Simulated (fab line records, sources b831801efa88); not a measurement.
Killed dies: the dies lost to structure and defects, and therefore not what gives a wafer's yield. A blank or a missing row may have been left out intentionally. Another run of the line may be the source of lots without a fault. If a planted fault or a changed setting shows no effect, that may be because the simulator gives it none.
Which tool is to blame? || flow sky130 || 24 lots with 72 wafers sampled at 4 steps, on a route of 708 steps

== WHAT THE GAUGES READ, wafer by wafer ==
SKY_VIA1_THK_MEAS_23: measures by xrf. Usual: VIA1_W_THK 264 nm, standard deviation 3.3.
{"lot": "L074", "measured": "day 33 23:32", "on": "filmMetro-03", "VIA1_W_THK (nm)": "265 260 266", "flag": ""}
{"lot": "L075", "measured": "day 34 14:44", "on": "filmMetro-01", "VIA1_W_THK (nm)": "269 268 266", "flag": ""}
{"lot": "L076", "measured": "day 34 17:34", "on": "filmMetro-02", "VIA1_W_THK (nm)": "266 266 261", "flag": ""}
{"lot": "L077", "measured": "day 35 01:45", "on": "filmMetro-02", "VIA1_W_THK (nm)": "265 265 259", "flag": ""}
{"lot": "L078", "measured": "day 35 04:17", "on": "filmMetro-02", "VIA1_W_THK (nm)": "260 262 268", "flag": ""}
{"lot": "L079", "measured": "day 36 01:16", "on": "filmMetro-03", "VIA1_W_THK (nm)": "266 263 264", "flag": ""}
{"lot": "L080", "measured": "day 36 04:37", "on": "filmMetro-02", "VIA1_W_THK (nm)": "258 265 260", "flag": ""}
{"lot": "L081", "measured": "day 36 05:59", "on": "filmMetro-03", "VIA1_W_THK (nm)": "265 267 265", "flag": ""}
{"lot": "L082", "measured": "day 36 22:52", "on": "filmMetro-02", "VIA1_W_THK (nm)": "263 264 263", "flag": ""}
{"lot": "L083", "measured": "day 37 02:47", "on": "filmMetro-01", "VIA1_W_THK (nm)": "271 268 272", "flag": ""}
{"lot": "L084", "measured": "day 37 07:29", "on": "filmMetro-02", "VIA1_W_THK (nm)": "265 261 267", "flag": ""}
{"lot": "L085", "measured": "day 37 11:58", "on": "filmMetro-01", "VIA1_W_THK (nm)": "263 266 262", "flag": ""}
{"lot": "L086", "measured": "day 37 22:01", "on": "filmMetro-02", "VIA1_W_THK (nm)": "257 260 259", "flag": ""}
{"lot": "L087", "measured": "day 38 10:35", "on": "filmMetro-01", "VIA1_W_THK (nm)": "264 267 264", "flag": ""}
{"lot": "L090", "measured": "day 39 07:51", "on": "filmMetro-01", "VIA1_W_THK (nm)": "260 261 260", "flag": ""}
{"lot": "L088", "measured": "day 39 11:15", "on": "filmMetro-03", "VIA1_W_THK (nm)": "266 269 266", "flag": ""}
{"lot": "L089", "measured": "day 39 11:30", "on": "filmMetro-01", "VIA1_W_THK (nm)": "266 265 265", "flag": ""}
{"lot": "L091", "measured": "day 40 15:10", "on": "filmMetro-01", "VIA1_W_THK (nm)": "268 263 271", "flag": ""}
{"lot": "L092", "measured": "day 40 15:25", "on": "filmMetro-03", "VIA1_W_THK (nm)": "268 268 267", "flag": ""}
{"lot": "L093", "measured": "day 40 16:18", "on": "filmMetro-02", "VIA1_W_THK (nm)": "265 260 268", "flag": ""}
{"lot": "L095", "measured": "day 40 16:49", "on": "filmMetro-02", "VIA1_W_THK (nm)": "262 258 260", "flag": ""}
{"lot": "L094", "measured": "day 40 19:07", "on": "filmMetro-03", "VIA1_W_THK (nm)": "269 264 263", "flag": ""}
{"lot": "L096", "measured": "day 41 13:44", "on": "filmMetro-03", "VIA1_W_THK (nm)": "260 259 263", "flag": ""}
{"lot": "L097", "measured": "day 41 18:02", "on": "filmMetro-02", "VIA1_W_THK (nm)": "261 261 266", "flag": ""}

SKY_CAPM_RS_MEAS_03: measurement is done with a four-point probe. Usual: CAPM_TIN_RS 6.89 ohm/sq, standard deviation 0.068.
{"lot": "L074", "measured": "day 36 08:47", "on": "filmMetro-01", "CAPM_TIN_RS (ohm/sq)": "6.89 6.85 6.84", "flag": ""}
{"lot": "L075", "measured": "day 36 22:59", "on": "filmMetro-03", "CAPM_TIN_RS (ohm/sq)": "6.87 6.81 6.86", "flag": ""}
{"lot": "L076", "measured": "day 37 01:25", "on": "filmMetro-01", "CAPM_TIN_RS (ohm/sq)": "6.88 6.89 6.90", "flag": ""}
{"lot": "L077", "measured": "day 37 09:58", "on": "filmMetro-04", "CAPM_TIN_RS (ohm/sq)": "6.93 6.97 6.91", "flag": ""}
{"lot": "L078", "measured": "day 37 12:34", "on": "filmMetro-01", "CAPM_TIN_RS (ohm/sq)": "6.90 6.94 6.88", "flag": ""}
{"lot": "L079", "measured": "day 38 08:04", "on": "filmMetro-01", "CAPM_TIN_RS (ohm/sq)": "7.00 7.03 6.99", "flag": ""}
{"lot": "L080", "measured": "day 38 12:25", "on": "filmMetro-04", "CAPM_TIN_RS (ohm/sq)": "6.99 6.95 7.01", "flag": ""}
{"lot": "L081", "measured": "day 38 14:14", "on": "filmMetro-03", "CAPM_TIN_RS (ohm/sq)": "6.73 6.66 6.71", "flag": ""}
{"lot": "L082", "measured": "day 39 04:59", "on": "filmMetro-01", "CAPM_TIN_RS (ohm/sq)": "6.94 6.94 6.87", "flag": ""}
{"lot": "L083", "measured": "day 39 10:02", "on": "filmMetro-03", "CAPM_TIN_RS (ohm/sq)": "6.77 6.84 6.84", "flag": ""}
{"lot": "L084", "measured": "day 39 14:00", "on": "filmMetro-03", "CAPM_TIN_RS (ohm/sq)": "6.95 6.89 6.81", "flag": ""}
{"lot": "L085", "measured": "day 39 19:26", "on": "filmMetro-01", "CAPM_TIN_RS (ohm/sq)": "6.91 6.87 6.95", "flag": ""}
{"lot": "L086", "measured": "day 40 06:40", "on": "filmMetro-03", "CAPM_TIN_RS (ohm/sq)": "6.87 6.80 6.86", "flag": ""}
{"lot": "L087", "measured": "day 40 16:17", "on": "filmMetro-04", "CAPM_TIN_RS (ohm/sq)": "6.92 6.94 6.96", "flag": ""}
{"lot": "L090", "measured": "day 41 13:02", "on": "filmMetro-03", "CAPM_TIN_RS (ohm/sq)": "6.89 6.91 6.94", "flag": ""}
{"lot": "L088", "measured": "day 41 15:56", "on": "filmMetro-04", "CAPM_TIN_RS (ohm/sq)": "6.94 6.97 6.98", "flag": ""}
{"lot": "L089", "measured": "day 41 16:10", "on": "filmMetro-01", "CAPM_TIN_RS (ohm/sq)": "6.85 6.88 6.85", "flag": ""}
{"lot": "L091", "measured": "day 42 19:24", "on": "filmMetro-04", "CAPM_TIN_RS (ohm/sq)": "6.98 7.00 6.97", "flag": ""}
{"lot": "L092", "measured": "day 42 19:59", "on": "filmMetro-04", "CAPM_TIN_RS (ohm/sq)": "6.85 6.89 6.91", "flag": ""}
{"lot": "L093", "measured": "day 42 20:20", "on": "filmMetro-03", "CAPM_TIN_RS (ohm/sq)": "6.82 6.81 6.79", "flag": ""}
{"lot": "L095", "measured": "day 42 21:17", "on": "filmMetro-04", "CAPM_TIN_RS (ohm/sq)": "6.89 6.92 6.97", "flag": ""}
{"lot": "L094", "measured": "day 42 23:55", "on": "filmMetro-04", "CAPM_TIN_RS (ohm/sq)": "6.84 6.91 6.88", "flag": ""}
{"lot": "L096", "measured": "day 43 16:07", "on": "filmMetro-01", "CAPM_TIN_RS (ohm/sq)": "6.81 6.85 6.88", "flag": ""}
{"lot": "L097", "measured": "day 43 20:34", "on": "filmMetro-01", "CAPM_TIN_RS (ohm/sq)": "6.89 6.93 6.93", "flag": ""}

== WHAT TOOL EACH LOT RAN ON (gives the tool, then ch and the chambers of the sampled wafers, and finally the start) ==
{"lot": "L074", "SKY_METAL2_DESCUM_17": "rieMetal-01 ch 0, day 35 03:11", "SKY_METAL2_ETCH_18": "rieMetal-01 ch 0, day 35 03:13"}
{"lot": "L075", "SKY_METAL2_DESCUM_17": "rieMetal-04 ch 0,1, day 35 17:41", "SKY_METAL2_ETCH_18": "rieMetal-04 ch 0,1, day 35 17:44"}
{"lot": "L076", "SKY_METAL2_DESCUM_17": "rieMetal-04 ch 0,1, day 35 20:10", "SKY_METAL2_ETCH_18": "rieMetal-04 ch 0,1, day 35 20:13"}
{"lot": "L077", "SKY_METAL2_DESCUM_17": "rieMetal-03 ch 0,1, day 36 04:47", "SKY_METAL2_ETCH_18": "rieMetal-03 ch 0,1, day 36 04:50"}
{"lot": "L078", "SKY_METAL2_DESCUM_17": "rieMetal-03 ch 0,1, day 36 07:29", "SKY_METAL2_ETCH_18": "rieMetal-03 ch 0,1, day 36 07:31"}
{"lot": "L079", "SKY_METAL2_DESCUM_17": "rieMetal-04 ch 0,1, day 37 03:23", "SKY_METAL2_ETCH_18": "rieMetal-04 ch 0,1, day 37 03:26"}
{"lot": "L080", "SKY_METAL2_DESCUM_17": "rieMetal-01 ch 0,1, day 37 07:31", "SKY_METAL2_ETCH_18": "rieMetal-01 ch 0,1, day 37 07:33"}
{"lot": "L081", "SKY_METAL2_DESCUM_17": "rieMetal-03 ch 0,1, day 37 08:41", "SKY_METAL2_ETCH_18": "rieMetal-03 ch 0,1, day 37 08:44"}
{"lot": "L082", "SKY_METAL2_DESCUM_17": "rieMetal-03 ch 0,1, day 38 00:13", "SKY_METAL2_ETCH_18": "rieMetal-03 ch 0,1, day 38 00:15"}
{"lot": "L083", "SKY_METAL2_DESCUM_17": "rieMetal-04 ch 0,1, day 38 05:29", "SKY_METAL2_ETCH_18": "rieMetal-04 ch 0,1, day 38 05:31"}
{"lot": "L084", "SKY_METAL2_DESCUM_17": "rieMetal-04 ch 0,1, day 38 09:38", "SKY_METAL2_ETCH_18": "rieMetal-04 ch 0,1, day 38 09:41"}
{"lot": "L085", "SKY_METAL2_DESCUM_17": "rieMetal-03 ch 0,1, day 38 14:44", "SKY_METAL2_ETCH_18": "rieMetal-03 ch 0,1, day 38 14:46"}
{"lot": "L086", "SKY_METAL2_DESCUM_17": "rieMetal-01 ch 0,1, day 38 23:52", "SKY_METAL2_ETCH_18": "rieMetal-01 ch 0,1, day 38 23:55"}
{"lot": "L087", "SKY_METAL2_DESCUM_17": "rieMetal-03 ch 0,1, day 39 12:34", "SKY_METAL2_ETCH_18": "rieMetal-03 ch 0,1, day 39 12:37"}
{"lot": "L090", "SKY_METAL2_DESCUM_17": "rieMetal-01 ch 0,1, day 40 09:17", "SKY_METAL2_ETCH_18": "rieMetal-01 ch 0,1, day 40 09:20"}
{"lot": "L088", "SKY_METAL2_DESCUM_17": "rieMetal-03 ch 0,1, day 40 12:44", "SKY_METAL2_ETCH_18": "rieMetal-03 ch 0,1, day 40 12:47"}
{"lot": "L089", "SKY_METAL2_DESCUM_17": "rieMetal-04 ch 0,1, day 40 13:10", "SKY_METAL2_ETCH_18": "rieMetal-04 ch 0,1, day 40 13:11"}
{"lot": "L091", "SKY_METAL2_DESCUM_17": "rieMetal-03 ch 0,1, day 41 16:04", "SKY_METAL2_ETCH_18": "rieMetal-03 ch 0,1, day 41 16:07"}
{"lot": "L092", "SKY_METAL2_DESCUM_17": "rieMetal-01 ch 0,1, day 41 16:11", "SKY_METAL2_ETCH_18": "rieMetal-01 ch 0,1, day 41 16:14"}
{"lot": "L093", "SKY_METAL2_DESCUM_17": "rieMetal-03 ch 0,1, day 41 17:07", "SKY_METAL2_ETCH_18": "rieMetal-03 ch 0,1, day 41 17:10"}
{"lot": "L095", "SKY_METAL2_DESCUM_17": "rieMetal-01 ch 0,1, day 41 17:36", "SKY_METAL2_ETCH_18": "rieMetal-01 ch 0,1, day 41 17:38"}
{"lot": "L094", "SKY_METAL2_DESCUM_17": "rieMetal-04 ch 0,1, day 41 20:40", "SKY_METAL2_ETCH_18": "rieMetal-04 ch 0,1, day 41 20:43"}
{"lot": "L096", "SKY_METAL2_DESCUM_17": "rieMetal-04 ch 0,1, day 42 14:05", "SKY_METAL2_ETCH_18": "rieMetal-04 ch 0,1, day 42 14:07"}
{"lot": "L097", "SKY_METAL2_DESCUM_17": "rieMetal-04 ch 0,1, day 42 17:41", "SKY_METAL2_ETCH_18": "rieMetal-04 ch 0,1, day 42 17:44"}
- SKY_METAL2_DESCUM_17: chemistry O2, time 8 s.
- SKY_METAL2_ETCH_18: etches BARC in N2/H2, stops on SiO2, time 45.9 s, target depth 60 nm.

== WHAT THE TOOLS THEMSELVES READ (means of the sampled wafers that have a number; where no wafer has one, the mark that the record gives instead) ==
SKY_METAL2_DESCUM_17. Usual: drypumpMotorCurrentA 5.8 A, standard deviation 0.49; oesProductAu 1.001 a.u., standard deviation 0.0083.
{"lot": "L074", "tool": "rieMetal-01", "drypumpMotorCurrentA (A)": 5.3, "oesProductAu (a.u.)": 1.000, "flag": ""}
{"lot": "L075", "tool": "rieMetal-04", "drypumpMotorCurrentA (A)": 5.4, "oesProductAu (a.u.)": 1.002, "flag": ""}
{"lot": "L076", "tool": "rieMetal-04", "drypumpMotorCurrentA (A)": 5.7, "oesProductAu (a.u.)": 1.001, "flag": ""}
{"lot": "L077", "tool": "rieMetal-03", "drypumpMotorCurrentA (A)": 5.8, "oesProductAu (a.u.)": 0.995, "flag": ""}
{"lot": "L078", "tool": "rieMetal-03", "drypumpMotorCurrentA (A)": 5.8, "oesProductAu (a.u.)": 0.993, "flag": ""}
{"lot": "L079", "tool": "rieMetal-04", "drypumpMotorCurrentA (A)": 5.4, "oesProductAu (a.u.)": 0.994, "flag": ""}
{"lot": "L080", "tool": "rieMetal-01", "drypumpMotorCurrentA (A)": 6.3, "oesProductAu (a.u.)": 0.998, "flag": ""}
{"lot": "L081", "tool": "rieMetal-03", "drypumpMotorCurrentA (A)": 5.8, "oesProductAu (a.u.)": 0.992, "flag": ""}
{"lot": "L082", "tool": "rieMetal-03", "drypumpMotorCurrentA (A)": 5.8, "oesProductAu (a.u.)": 0.987, "flag": ""}
{"lot": "L083", "tool": "rieMetal-04", "drypumpMotorCurrentA (A)": 5.4, "oesProductAu (a.u.)": 0.999, "flag": ""}
{"lot": "L084", "tool": "rieMetal-04", "drypumpMotorCurrentA (A)": 5.5, "oesProductAu (a.u.)": 0.993, "flag": ""}
{"lot": "L085", "tool": "rieMetal-03", "drypumpMotorCurrentA (A)": 5.9, "oesProductAu (a.u.)": 1.002, "flag": ""}
{"lot": "L086", "tool": "rieMetal-01", "drypumpMotorCurrentA (A)": 5.8, "oesProductAu (a.u.)": 1.010, "flag": ""}
{"lot": "L087", "tool": "rieMetal-03", "drypumpMotorCurrentA (A)": 5.9, "oesProductAu (a.u.)": 1.009, "flag": ""}
{"lot": "L090", "tool": "rieMetal-01", "drypumpMotorCurrentA (A)": 5.8, "oesProductAu (a.u.)": 1.006, "flag": ""}
{"lot": "L088", "tool": "rieMetal-03", "drypumpMotorCurrentA (A)": 5.9, "oesProductAu (a.u.)": 1.004, "flag": ""}
{"lot": "L089", "tool": "rieMetal-04", "drypumpMotorCurrentA (A)": 5.4, "oesProductAu (a.u.)": 0.990, "flag": ""}
{"lot": "L091", "tool": "rieMetal-03", "drypumpMotorCurrentA (A)": 5.8, "oesProductAu (a.u.)": 1.006, "flag": ""}
{"lot": "L092", "tool": "rieMetal-01", "drypumpMotorCurrentA (A)": 6.3, "oesProductAu (a.u.)": 0.997, "flag": ""}
{"lot": "L093", "tool": "rieMetal-03", "drypumpMotorCurrentA (A)": 5.8, "oesProductAu (a.u.)": 1.001, "flag": ""}
{"lot": "L095", "tool": "rieMetal-01", "drypumpMotorCurrentA (A)": 6.3, "oesProductAu (a.u.)": 1.006, "flag": ""}
{"lot": "L094", "tool": "rieMetal-04", "drypumpMotorCurrentA (A)": 5.7, "oesProductAu (a.u.)": 1.006, "flag": ""}
{"lot": "L096", "tool": "rieMetal-04", "drypumpMotorCurrentA (A)": 5.4, "oesProductAu (a.u.)": 1.000, "flag": ""}
{"lot": "L097", "tool": "rieMetal-04", "drypumpMotorCurrentA (A)": 5.5, "oesProductAu (a.u.)": 1.002, "flag": ""}

SKY_METAL2_ETCH_18. Usual: drypumpMotorCurrentA 5.8 A, standard deviation 0.49; oesProductAu 0.855 a.u., standard deviation 0.0045; throttleValvePct 13.225 %, standard deviation 0.011.
{"lot": "L074", "tool": "rieMetal-01", "drypumpMotorCurrentA (A)": 5.4, "oesProductAu (a.u.)": 0.858, "throttleValvePct (%)": 13.221, "flag": ""}
{"lot": "L075", "tool": "rieMetal-04", "drypumpMotorCurrentA (A)": 5.5, "oesProductAu (a.u.)": 0.853, "throttleValvePct (%)": 13.228, "flag": ""}
{"lot": "L076", "tool": "rieMetal-04", "drypumpMotorCurrentA (A)": 5.7, "oesProductAu (a.u.)": 0.856, "throttleValvePct (%)": 13.216, "flag": ""}
{"lot": "L077", "tool": "rieMetal-03", "drypumpMotorCurrentA (A)": 5.8, "oesProductAu (a.u.)": 0.861, "throttleValvePct (%)": 13.228, "flag": ""}
{"lot": "L078", "tool": "rieMetal-03", "drypumpMotorCurrentA (A)": 5.8, "oesProductAu (a.u.)": 0.849, "throttleValvePct (%)": 13.230, "flag": ""}
{"lot": "L079", "tool": "rieMetal-04", "drypumpMotorCurrentA (A)": 5.4, "oesProductAu (a.u.)": 0.852, "throttleValvePct (%)": 13.221, "flag": ""}
{"lot": "L080", "tool": "rieMetal-01", "drypumpMotorCurrentA (A)": 6.3, "oesProductAu (a.u.)": 0.853, "throttleValvePct (%)": 13.226, "flag": ""}
{"lot": "L081", "tool": "rieMetal-03", "drypumpMotorCurrentA (A)": 5.8, "oesProductAu (a.u.)": 0.854, "throttleValvePct (%)": 13.228, "flag": ""}
{"lot": "L082", "tool": "rieMetal-03", "drypumpMotorCurrentA (A)": 5.8, "oesProductAu (a.u.)": 0.861, "throttleValvePct (%)": 13.236, "flag": ""}
{"lot": "L083", "tool": "rieMetal-04", "drypumpMotorCurrentA (A)": 5.4, "oesProductAu (a.u.)": 0.855, "throttleValvePct (%)": 13.226, "flag": ""}
{"lot": "L084", "tool": "rieMetal-04", "drypumpMotorCurrentA (A)": 5.4, "oesProductAu (a.u.)": 0.853, "throttleValvePct (%)": 13.218, "flag": ""}
{"lot": "L085", "tool": "rieMetal-03", "drypumpMotorCurrentA (A)": 5.9, "oesProductAu (a.u.)": 0.852, "throttleValvePct (%)": 13.226, "flag": ""}
{"lot": "L086", "tool": "rieMetal-01", "drypumpMotorCurrentA (A)": 5.8, "oesProductAu (a.u.)": 0.856, "throttleValvePct (%)": 13.226, "flag": ""}
{"lot": "L087", "tool": "rieMetal-03", "drypumpMotorCurrentA (A)": 5.9, "oesProductAu (a.u.)": 0.850, "throttleValvePct (%)": 13.216, "flag": ""}
{"lot": "L090", "tool": "rieMetal-01", "drypumpMotorCurrentA (A)": 5.9, "oesProductAu (a.u.)": 0.852, "throttleValvePct (%)": 13.227, "flag": ""}
{"lot": "L088", "tool": "rieMetal-03", "drypumpMotorCurrentA (A)": 5.9, "oesProductAu (a.u.)": 0.855, "throttleValvePct (%)": 13.219, "flag": ""}
{"lot": "L089", "tool": "rieMetal-04", "drypumpMotorCurrentA (A)": 5.5, "oesProductAu (a.u.)": 0.851, "throttleValvePct (%)": 13.216, "flag": ""}
{"lot": "L091", "tool": "rieMetal-03", "drypumpMotorCurrentA (A)": 5.8, "oesProductAu (a.u.)": 0.851, "throttleValvePct (%)": 13.226, "flag": ""}
{"lot": "L092", "tool": "rieMetal-01", "drypumpMotorCurrentA (A)": 6.3, "oesProductAu (a.u.)": 0.858, "throttleValvePct (%)": 13.215, "flag": ""}
{"lot": "L093", "tool": "rieMetal-03", "drypumpMotorCurrentA (A)": 5.8, "oesProductAu (a.u.)": 0.851, "throttleValvePct (%)": 13.230, "flag": ""}
{"lot": "L095", "tool": "rieMetal-01", "drypumpMotorCurrentA (A)": 6.3, "oesProductAu (a.u.)": 0.856, "throttleValvePct (%)": 13.229, "flag": ""}
{"lot": "L094", "tool": "rieMetal-04", "drypumpMotorCurrentA (A)": 5.7, "oesProductAu (a.u.)": 0.856, "throttleValvePct (%)": 13.219, "flag": ""}
{"lot": "L096", "tool": "rieMetal-04", "drypumpMotorCurrentA (A)": 5.5, "oesProductAu (a.u.)": 0.857, "throttleValvePct (%)": 13.228, "flag": ""}
{"lot": "L097", "tool": "rieMetal-04", "drypumpMotorCurrentA (A)": 5.5, "oesProductAu (a.u.)": 0.854, "throttleValvePct (%)": 13.217, "flag": ""}

== THE ANSWER, worked out from the rows above alone ==
Rule: lot off if the mean of its wafers having a number is beyond 3 standard deviations from the usual mean. Also off: a lot with no number at a reading for which 4 or more lots have one. Any other lot the step has rows for is counted as sound. After the gauges, taken in route order, come the tools' own readings; for these a lot's mean is taken, as printed above. The first step at which some lot is off is used, and at that step the reading that is off furthest; a lot without a number counts as furthest.
No lot is off on any of the readings shown, so nothing can be concluded from this.

== WHAT WAS PUT IN BY THE SIMULATOR ==
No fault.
